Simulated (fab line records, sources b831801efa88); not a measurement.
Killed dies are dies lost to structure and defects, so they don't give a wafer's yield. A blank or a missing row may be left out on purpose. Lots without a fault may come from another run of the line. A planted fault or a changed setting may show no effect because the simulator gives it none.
Which tool did it? | flow gf180mcu | 11 lots, 33 wafers sampled, at 3 steps of a route of 602

WHAT THE GAUGES READ, wafer by wafer
GF_V2_THK_MEAS_03.
lot  | measured     | on            | V2_CVD_02_THK (nm)
L774 | day 19 12:24 | film_metro-01 | 829 849 843
L776 | day 20 06:44 | film_metro-01 | 846 863 857
L778 | day 21 00:44 | film_metro-01 | 851 856 859
L780 | day 21 23:22 | film_metro-02 | 844 865 865
L783 | day 23 11:40 | film_metro-02 | 842 850 860
L785 | day 24 00:31 | film_metro-01 | 839 849 1414
L787 | day 24 08:04 | film_metro-03 | 1401 843 869
L788 | day 24 21:50 | film_metro-03 | 858 856 858
L793 | day 26 03:52 | film_metro-02 | 850 842 850
L794 | day 26 12:25 | film_metro-02 | 837 838 834
L795 | day 26 18:08 | film_metro-03 | 857 861 861

WHICH TOOL RAN EACH LOT (tool, then ch and the chambers of the sampled wafers, then the start)
lot  | GF_V1_ETCH_17                                 | GF_V2_CVD_02
L774 | rie_diel-01 ch 0,3, day 19 12:20 or earlier   | pecvd-03 ch 0,1, day 19 12:20
L776 | rie_diel-04 ch 0,2,3, day 20 06:39 or earlier | pecvd-03 ch 1,2, day 20 06:39
L778 | rie_diel-01 ch 2,3, day 21 00:40 or earlier   | pecvd-03 ch 0,1,2, day 21 00:40
L780 | rie_diel-01 ch 2,3, day 21 23:17 or earlier   | pecvd-04 ch 0,1,2, day 21 23:17
L783 | rie_diel-01 ch 0,2,3, day 23 11:35 or earlier | pecvd-03 ch 1,2, day 23 11:35
L785 | rie_diel-03 ch 1,3, day 24 00:26 or earlier   | pecvd-03 ch 0,1,2, day 24 00:26
L787 | rie_diel-03 ch 0,1,2, day 24 07:59 or earlier | pecvd-03 ch 0,1,2, day 24 07:59
L788 | rie_diel-03 ch 1,2, day 24 21:44 or earlier   | pecvd-04 ch 0,2, day 24 21:44
L793 | rie_diel-04 ch 1,2,3, day 26 03:48 or earlier | pecvd-04 ch 1,2, day 26 03:48
L794 | rie_diel-01 ch 0,1,2, day 26 12:20 or earlier | pecvd-04 ch 0,1,2, day 26 12:20
L795 | rie_diel-04 ch 1,3, day 26 18:04 or earlier   | pecvd-04 ch 0,2, day 26 18:04
- GF_V1_ETCH_17: etches SiO2 in C4F8/O2/Ar, stops on TiN, target depth 630 nm.
- GF_V2_CVD_02: deposits SiO2 from TEOS, target thk 850 nm, time 94.851 s.

THE ANSWER, worked out from the rows above alone
Rule: what is usual is taken from the lots themselves. Put in order of their means at a reading, lots are off if they are a third of the lots or fewer, leave a main group of 4 or more, and stand apart from it by a gap of 3 or more times the standard deviation of the main group's means; of several such gaps the widest counts. A main group whose means are all the same, to the digits that the tables above print for the reading, isn't used. A lot without any number at a reading at which 4 lots or more have one is off too. The other lots that the step has rows for count as sound.
Off: L785, L787, at GF_V2_THK_MEAS_03 (V2_CVD_02_THK). The main group: mean 851 nm, standard deviation 7.8.
A tool fits if, at a process step before that reading, it ran every lot that is off, and no sound lot after the first of them. The gauges at GF_V2_THK_MEAS_03 are tried like those tools. GF_V1_ETCH_17 gives no start for some lots, so the hours and the order of its lots are those of GF_V2_CVD_02. One fits: pecvd-03 at GF_V2_CVD_02. Its last sound lot is L783 (day 23 11:35), its first lot that is off L785 (day 24 00:26): a fault that began between those two fits.

WHAT THE SIMULATOR HAD PUT IN
Process parameter drift: pecvd-03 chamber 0, from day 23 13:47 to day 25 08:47, at GF_V2_CVD_02. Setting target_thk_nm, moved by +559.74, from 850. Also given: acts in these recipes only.
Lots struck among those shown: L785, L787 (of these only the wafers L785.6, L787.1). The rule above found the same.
